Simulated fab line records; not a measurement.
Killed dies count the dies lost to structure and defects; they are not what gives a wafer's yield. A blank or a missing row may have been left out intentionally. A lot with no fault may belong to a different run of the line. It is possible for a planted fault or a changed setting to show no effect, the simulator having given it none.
fab line records	flow sfq_line
[record] lots = 14	wafers = 42	last_day = 85
route steps=325 shown L0@3 A5B@209 R5@223 I5@228
lots with no fault: from the same line, run without faults
start_h: hours from the record's opening day to when the first of the lot's shown wafers began	wait_h: hours since the lot's step before	" repeats the value in the row above	L1.1+2: several wafers, shown together as one row	- value missing, or start not given	* or withheld: withheld	< > ~ a bound
route shown NAME@n: NAME is a module with steps in the file, n the number in the route of the first one	usual: mean and standard deviation over wafers with no fault	same: alike in all rows	chamber/n: place in a boat	sites: per-site readings	_std_site: how widely they spread, as a standard deviation	_edge_site: outer sites' mean less inner sites'	radius_mm: how far each site lies from the wafer's centre	mask NAME#n: copy n	behind: the tool/chamber that last shaped the wafer	hold: the reason the lot was held/the length of the hold in hours/how it ended	device: names the non-switching transistor (n, p or np)	end of line: the route-end tests of the same wafers	a step with no rows: only its recipe	killed: at the first sort, the dies lost to defects and structure; wafer yield is something else	map: the dies of a wafer, with x for killed, . for not killed, _ for no die there
set.NAME: the setting that was run; set.NAME@STEP: the one run at that earlier step	model.NAME: the simulator's own value behind a step, which no gauge read
steps of the route over a sample of lots; a table a step, a row a wafer
services: a tool's chamber out of use, with start hour (start_h, from the record's first day; less than 0 if before it), hours out, and reason
[[steps]]
[step SFQ_TRILAYER_L0_DEP_SPUTTER_003]
[recipe] material = MoNx_KI	base_pressure_pa = 1.33e-06	target_thk_nm = 40	power_w = 800	time_s = 100	chamber_pressure_pa = 0.4
[usual] throttle_valve_pct = 30.0/0.85
lot.wafer	tool	chamber	start_h	wait_h	throttle_valve_pct
L360.3	pvd_sputter-03	-	17.49	0.0	31.2
L360.4	"	-	"	"	29.8
L360.5	"	-	"	"	29.4
L361.2	pvd_sputter-05	-	22.49	0.0	31.3
L361.4	"	-	"	"	31.6
L361.5	"	-	"	"	29.5
L362.2	pvd_sputter-03	-	27.49	0.0	28.8
L362.5	"	-	"	"	30.2
L362.6	"	-	"	"	29.0
L364.2	pvd_sputter-04	-	37.49	0.0	29.7
L364.4	"	-	"	"	30.4
L364.6	"	-	"	"	30.6
L365.2	pvd_sputter-05	-	42.49	0.0	31.8
L365.3	"	-	"	"	29.5
L365.4	"	-	"	"	30.0
L366.1	pvd_sputter-04	-	47.49	0.0	29.1
L366.2	"	-	"	"	30.2
L366.3	"	-	"	"	30.5
L371.1	pvd_sputter-04	-	72.49	0.0	29.6
L371.2	"	-	"	"	29.1
L371.4	"	-	"	"	30.6
L372.1	pvd_sputter-04	-	77.49	0.0	29.7
L372.3	"	-	"	"	28.8
L372.4	"	-	"	"	30.4
L373.2	pvd_sputter-03	-	82.49	0.0	29.7
L373.3	"	-	"	"	31.0
L373.4	"	-	"	"	28.9
L376.2	pvd_sputter-05	-	97.49	0.0	29.8
L376.4	"	-	"	"	31.6
L376.6	"	-	"	"	29.7
L377.1	pvd_sputter-03	-	102.49	0.0	29.3
L377.2	"	-	"	"	29.2
L377.5	"	-	"	"	29.0
L379.2	pvd_sputter-03	-	112.49	0.0	29.4
L379.3	"	-	"	"	29.1
L379.6	"	-	"	"	29.3
L380.1	pvd_sputter-03	-	117.49	0.0	29.0
L380.2	"	-	"	"	31.2
L380.3	"	-	"	"	29.3
L381.2	pvd_sputter-05	-	122.49	0.0	31.5
L381.5	"	-	"	"	31.6
L381.6	"	-	"	"	29.4
[step SFQ_L0_RS_MEAS_901]
[recipe] thk_meas_gauge = four-point-probe	reads = MoNx_KI_of_TRILAYER_L0_DEP_SPUTTER_003
[usual] L0_MONX_KI_RS = 43.8/0.51
lot.wafer	tool	chamber	start_h	wait_h	L0_MONX_KI_RS[ohm/sq]
L360.3	film_metro-01	-	17.60	0.1	43.9
L360.4	"	-	"	"	44.0
L360.5	"	-	"	"	44.0
L361.2	film_metro-02	-	22.58	0.1	43.8
L361.4	"	-	"	"	44.0
L361.5	"	-	"	"	43.4
L362.2	film_metro-04	-	27.58	0.1	43.0
L362.5	"	-	"	"	42.9
L362.6	"	-	"	"	43.0
L364.2	film_metro-01	-	37.58	0.1	44.4
L364.4	"	-	"	"	44.3
L364.6	"	-	"	"	44.3
L365.2	film_metro-02	-	42.58	0.1	43.9
L365.3	"	-	"	"	43.6
L365.4	"	-	"	"	44.1
L366.1	film_metro-04	-	47.56	0.0	43.3
L366.2	"	-	"	"	43.7
L366.3	"	-	"	"	43.5
L371.1	film_metro-01	-	72.56	0.0	44.3
L371.2	"	-	"	"	63.3
L371.4	"	-	"	"	44.1
L372.1	film_metro-04	-	77.56	0.0	44.0
L372.3	"	-	"	"	61.9
L372.4	"	-	"	"	44.8
L373.2	film_metro-04	-	82.75	0.2	43.3
L373.3	"	-	"	"	43.3
L373.4	"	-	"	"	43.2
L376.2	film_metro-01	-	97.59	0.1	43.4
L376.4	"	-	"	"	44.1
L376.6	"	-	"	"	44.3
L377.1	film_metro-01	-	102.56	0.0	43.5
L377.2	"	-	"	"	44.4
L377.5	"	-	"	"	43.5
L379.2	film_metro-01	-	112.58	0.1	44.2
L379.3	"	-	"	"	43.6
L379.6	"	-	"	"	44.0
L380.1	film_metro-01	-	117.56	0.0	44.2
L380.2	"	-	"	"	44.4
L380.3	"	-	"	"	44.6
L381.2	film_metro-04	-	122.59	0.1	43.7
L381.5	"	-	"	"	43.5
L381.6	"	-	"	"	43.0
[step SFQ_L0_THK_MEAS_902]
[recipe] thk_meas_gauge = xrf	reads = MoNx_KI_of_TRILAYER_L0_DEP_SPUTTER_003
[usual] L0_MONX_KI_THK = 40.3/0.5
lot.wafer	tool	chamber	start_h	wait_h	L0_MONX_KI_THK[nm]
L360.3	film_metro-01	-	17.70	0.1	40.2
L360.4	"	-	"	"	40.2
L360.5	"	-	"	"	40.4
L361.2	film_metro-02	-	22.69	0.1	40.0
L361.4	"	-	"	"	39.9
L361.5	"	-	"	"	40.4
L362.2	film_metro-04	-	27.69	0.1	41.2
L362.5	"	-	"	"	41.4
L362.6	"	-	"	"	41.4
L364.2	film_metro-01	-	37.69	0.1	40.0
L364.4	"	-	"	"	39.8
L364.6	"	-	"	"	39.7
L365.2	film_metro-02	-	42.69	0.1	40.2
L365.3	"	-	"	"	40.3
L365.4	"	-	"	"	40.0
L366.1	film_metro-04	-	47.68	0.1	41.0
L366.2	"	-	"	"	40.5
L366.3	"	-	"	"	40.8
L371.1	film_metro-01	-	72.68	0.1	39.9
L371.2	"	-	"	"	31.3
L371.4	"	-	"	"	40.0
L372.1	film_metro-04	-	77.68	0.1	40.1
L372.3	"	-	"	"	31.7
L372.4	"	-	"	"	39.4
L373.2	film_metro-04	-	82.86	0.1	40.8
L373.3	"	-	"	"	40.8
L373.4	"	-	"	"	40.8
L376.2	film_metro-01	-	97.70	0.1	40.3
L376.4	"	-	"	"	39.6
L376.6	"	-	"	"	39.4
L377.1	film_metro-01	-	102.68	0.1	40.6
L377.2	"	-	"	"	39.5
L377.5	"	-	"	"	40.3
L379.2	film_metro-01	-	112.69	0.1	39.7
L379.3	"	-	"	"	40.3
L379.6	"	-	"	"	39.7
L380.1	film_metro-01	-	117.68	0.1	39.4
L380.2	"	-	"	"	39.5
L380.3	"	-	"	"	39.3
L381.2	film_metro-04	-	122.70	0.1	40.7
L381.5	"	-	"	"	40.8
L381.6	"	-	"	"	41.2
[step SFQ_TRILAYER_L0_ETCH_METAL_ETCH_008]
[recipe] target = MoNx_KI	stop_on = SiO2	mask_material = PR	chemistry = SF6/O2	target_depth_nm = 50	icp_w = 600	bias_w = 80	pressure_mtorr = 10	time_s = 25
[usual] drypump_motor_current_A = 5.9/0.39	oes_product_au = 0.870/0.0073
lot.wafer	tool	chamber	start_h	wait_h	drypump_motor_current_A	oes_product_au	rf_hours_counter_h
L360.3	rie_metal-02	1	89.93	0.0	6.5	0.870	-
L360.4	"	0	"	"	5.6	0.870	-
L360.5	"	0	"	"	5.6	0.859	-
L361.2	rie_metal-02	0	97.64	0.0	5.6	0.869	122
L361.4	"	0	"	"	5.6	0.866	-
L361.5	"	1	"	"	6.5	0.882	-
L362.2	rie_metal-02	1	102.44	0.0	6.5	0.879	161
L362.5	"	1	"	"	6.5	0.878	-
L362.6	"	0	"	"	5.6	0.878	-
L364.2	rie_metal-03	1	113.24	0.0	6.1	0.867	135
L364.4	"	0	"	"	5.6	0.858	-
L364.6	"	1	"	"	6.1	0.861	-
L365.2	rie_metal-03	1	119.24	0.0	6.1	0.872	136
L365.3	"	1	"	"	6.1	0.873	-
L365.4	"	0	"	"	5.5	0.871	-
L366.1	rie_metal-03	0	127.66	0.0	5.5	0.875	193
L366.2	"	1	"	"	6.1	0.880	137
L366.3	"	0	"	"	5.6	0.874	-
L371.1	rie_metal-04	1	151.46	0.0	5.4	0.860	95
L371.2	"	0	"	"	5.9	0.754	164
L371.4	"	0	"	"	5.9	0.869	-
L372.1	rie_metal-03	0	156.26	0.0	5.6	0.864	198
L372.3	"	1	"	"	6.1	0.768	-
L372.4	"	0	"	"	5.6	0.861	-
L373.2	rie_metal-03	1	161.06	0.0	6.1	0.874	143
L373.3	"	1	"	"	6.1	0.870	-
L373.4	"	0	"	"	5.6	0.874	-
L376.2	rie_metal-04	0	179.06	0.0	5.9	0.872	169
L376.4	"	1	"	"	5.4	0.874	-
L376.6	"	0	"	"	5.9	0.865	-
L377.1	rie_metal-04	0	187.46	0.0	5.9	0.880	170
L377.2	"	1	"	"	5.4	0.868	102
L377.5	"	0	"	"	5.9	0.876	-
L379.2	rie_metal-03	1	196.06	0.1	6.1	0.866	-
L379.3	"	1	"	"	6.1	0.872	-
L379.6	"	1	"	"	6.1	0.867	-
L380.1	rie_metal-02	0	200.78	0.0	5.6	0.868	139
L380.2	"	1	"	"	6.5	0.860	177
L380.3	"	0	"	"	5.6	0.866	-
L381.2	rie_metal-03	0	205.58	0.0	5.6	0.870	1
L381.5	"	0	"	"	5.6	0.872	-
L381.6	"	1	"	"	6.1	0.877	-
[step SFQ_TRILAYER_A5B_DEP_PECVD_129]
[recipe] material = SiO2	temp_c = 150	time_s = 133.33	pressure_torr = 2.4	rf_w = 183.3	precursor = SiH4/N2O	target_thk_nm = 600
[usual] heater_power_w = 83/23	throttle_valve_pct = 25.2/1.2
lot.wafer	tool	chamber	start_h	wait_h	heater_power_w	throttle_valve_pct
L360.3	pecvd-02	1	1182.23	0.0	113	25.3
L360.4	"	1	"	"	96	25.3
L360.5	"	2	"	"	38	25.7
L361.2	pecvd-02	0	1184.61	0.0	104	23.8
L361.4	"	1	"	"	110	25.4
L361.5	"	0	"	"	108	23.7
L362.2	pecvd-01	1	1187.01	0.0	113	22.7
L362.5	"	2	"	"	77	25.0
L362.6	"	1	"	"	118	23.0
L364.2	pecvd-02	2	1200.21	0.0	42	25.8
L364.4	"	0	"	"	92	23.8
L364.6	"	2	"	"	42	25.8
L365.2	pecvd-04	2	1365.66	0.0	81	25.1
L365.3	"	1	"	"	69	27.0
L365.4	"	1	"	"	74	26.9
L366.1	pecvd-01	1	1367.37	0.0	120	23.3
L366.2	"	0	"	"	70	23.3
L366.3	"	2	"	"	76	26.1
L371.1	pecvd-02	1	1506.46	0.0	113	26.0
L371.2	"	0	"	"	106	24.4
L371.4	"	0	"	"	109	24.5
L372.1	pecvd-04	2	1507.66	0.0	85	25.3
L372.3	"	1	"	"	79	26.7
L372.4	"	2	"	"	70	25.3
L373.2	pecvd-02	2	1511.44	0.0	36	26.4
L373.3	"	1	"	"	109	25.9
L373.4	"	0	"	"	91	24.5
L376.2	pecvd-02	1	1516.06	0.0	109	26.0
L376.4	"	0	"	"	99	24.5
L376.6	"	1	"	"	94	25.8
L377.1	pecvd-04	2	1517.26	0.0	71	25.3
L377.2	"	0	"	"	87	24.8
L377.5	"	1	"	"	79	26.9
L379.2	pecvd-02	1	1554.66	0.0	99	26.1
L379.3	"	0	"	"	108	24.7
L379.6	"	1	"	"	106	26.0
L380.1	pecvd-04	1	1560.84	0.0	76	26.8
L380.2	"	0	"	"	87	24.8
L380.3	"	2	"	"	83	25.4
L381.2	pecvd-04	1	1585.41	0.0	79	27.1
L381.5	"	1	"	"	66	27.2
L381.6	"	0	"	"	79	24.8
[step SFQ_R5_OVL_MEAS_935]
[usual] R5_OVL = 0/5.4
lot.wafer	tool	chamber	start_h	wait_h	R5_OVL[nm]
L360.3	overlay-02	-	1201.94	0.1	-3
L360.4	"	-	"	"	-10
L360.5	"	-	"	"	-10
L361.2	overlay-02	-	1203.14	0.1	1
L361.4	"	-	"	"	-3
L361.5	"	-	"	"	-8
L362.2	overlay-01	-	1205.39	0.1	-8
L362.5	"	-	"	"	-4
L362.6	"	-	"	"	-4
L364.2	overlay-01	-	1207.79	0.1	11
L364.4	"	-	"	"	5
L364.6	"	-	"	"	9
L365.2	overlay-02	-	1373.75	0.1	6
L365.3	"	-	"	"	-1
L365.4	"	-	"	"	-5
L366.1	overlay-02	-	1374.94	0.1	5
L366.2	"	-	"	"	0
L366.3	"	-	"	"	1
L371.1	overlay-01	-	1528.09	0.1	4
L371.2	"	-	"	"	3
L371.4	"	-	"	"	4
L372.1	overlay-02	-	1529.51	0.1	10
L372.3	"	-	"	"	9
L372.4	"	-	"	"	7
L373.2	overlay-02	-	1533.92	0.1	6
L373.3	"	-	"	"	6
L373.4	"	-	"	"	4
L376.2	overlay-02	-	1645.71	0.1	1
L376.4	"	-	"	"	2
L376.6	"	-	"	"	2
L377.1	overlay-01	-	1649.30	0.1	-5
L377.2	"	-	"	"	-5
L377.5	"	-	"	"	4
L379.2	overlay-01	-	1678.11	0.1	4
L379.3	"	-	"	"	1
L379.6	"	-	"	"	1
L380.1	overlay-01	-	1680.50	0.1	-5
L380.2	"	-	"	"	0
L380.3	"	-	"	"	1
L381.2	overlay-02	-	1696.37	0.1	-5
L381.5	"	-	"	"	-1
L381.6	"	-	"	"	-3
[step SFQ_TRILAYER_A5C_DEP_PECVD_142]
[recipe] material = SiO2	temp_c = 150	time_s = 15.556	pressure_torr = 2.4	rf_w = 183.3	precursor = SiH4/N2O	target_thk_nm = 70
[usual] heater_power_w = 84/16	throttle_valve_pct = 24.5/1.2
lot.wafer	tool	chamber	start_h	wait_h	heater_power_w	throttle_valve_pct
L360.3	pecvd-04	1	1202.86	0.0	80	26.9
L360.4	"	1	"	"	80	26.9
L360.5	"	0	"	"	90	24.8
L361.2	pecvd-01	0	1204.06	0.0	64	22.9
L361.4	"	1	"	"	123	22.9
L361.5	"	2	"	"	87	25.0
L362.2	pecvd-04	1	1206.32	0.0	81	26.9
L362.5	"	1	"	"	82	27.0
L362.6	"	0	"	"	81	24.8
L364.2	pecvd-01	0	1208.72	0.0	73	23.1
L364.4	"	2	"	"	87	24.8
L364.6	"	0	"	"	75	22.7
L365.2	pecvd-03	1	1374.67	0.0	80	23.5
L365.3	"	0	"	"	69	23.8
L365.4	"	2	"	"	83	22.9
L366.1	pecvd-01	2	1375.89	0.0	89	25.6
L366.2	"	1	"	"	123	23.4
L366.3	"	0	"	"	73	23.1
L371.1	pecvd-04	1	1529.02	0.0	71	26.8
L371.2	"	2	"	"	83	25.3
L371.4	"	0	"	"	89	24.8
L372.1	pecvd-03	1	1530.44	0.0	80	23.9
L372.3	"	2	"	"	88	23.5
L372.4	"	0	"	"	65	24.4
L373.2	pecvd-01	1	1534.85	0.0	115	23.8
L373.3	"	2	"	"	90	26.6
L373.4	"	1	"	"	119	23.7
L376.2	pecvd-04	2	1646.84	0.0	81	25.0
L376.4	"	0	"	"	94	24.6
L376.6	"	1	"	"	69	26.8
L377.1	pecvd-01	1	1650.23	0.0	114	23.8
L377.2	"	2	"	"	85	27.2
L377.5	"	0	"	"	71	23.8
L379.2	pecvd-03	2	1679.03	0.0	77	23.6
L379.3	"	0	"	"	62	25.0
L379.6	"	2	"	"	76	23.6
L380.1	pecvd-03	0	1681.68	0.0	69	24.7
L380.2	"	2	"	"	81	23.2
L380.3	"	1	"	"	83	24.5
L381.2	pecvd-01	2	1697.29	0.0	86	27.3
L381.5	"	2	"	"	90	27.3
L381.6	"	1	"	"	121	24.1
[[services]]
tool	chamber	start_h	hours	kind
pecvd-01	-	55.30	4.3	pm
pecvd-04	-	174.09	6.0	pm
pecvd-04	-	194.25	14.0	pm
pecvd-04	-	208.25	2.8	pm
pecvd-04	2	351.63	4.2	repair
pecvd-04	-	405.66	0.9	repair
pecvd-04	-	475.64	0.4	repair
pecvd-04	-	546.79	1.5	repair
pecvd-04	1	581.73	6.4	repair
pecvd-04	-	586.69	0.7	repair
pecvd-04	-	594.98	0.7	repair
pecvd-04	-	620.57	2.5	repair
pecvd-04	-	776.58	12.1	repair
pecvd-04	2	829.29	9.1	repair
pecvd-04	0	1075.65	5.3	repair
pecvd-04	-	1103.80	0.9	repair
pecvd-04	-	1118.16	0.5	repair
pecvd-04	-	1127.67	0.6	repair
pecvd-04	-	1138.07	14.6	pm
pecvd-04	-	1290.55	2.8	pm
pecvd-04	-	1326.82	2.0	repair
pecvd-04	0	1420.15	11.5	repair
pecvd-04	-	1673.59	11.5	repair
pecvd-04	-	1686.25	14.0	pm
[[key]]
[first_sign] step = SFQ_L0_RS_MEAS_901	reading = L0_MONX_KI_RS	direction = up	sigmas = 37	usual = 43.8	struck = 62.6
[effect] step = SFQ_L0_THK_MEAS_902	reading = L0_MONX_KI_THK	direction = down	sigmas = 17	usual = 40.3	struck = 31.5
[effect] step = SFQ_TRILAYER_L0_ETCH_METAL_ETCH_008	reading = oes_product_au	direction = down	sigmas = 15	usual = 0.870	struck = 0.761
met_at SFQ_TRILAYER_L0_DEP_SPUTTER_003
struck_lots L371,L372
struck_wafers L371.2,L372.3
not_acting_at SFQ_TRILAYER_A5B_DEP_PECVD_129,SFQ_R5_OVL_MEAS_935,SFQ_TRILAYER_A5C_DEP_PECVD_142
onset_between 47.49 72.49
[fault] kind = site_profile_drift	tool = pvd_sputter-04	chamber = -	onset_h = 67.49	steps = SFQ_TRILAYER_L0_DEP_SPUTTER_003	basis = fraction	max_abs_drift = 0.48709	slope_share_per_hr = 108.24	site_pattern = 0,0,0,0,0,-1,-1,-1,-1	scope = struck_wafers_only
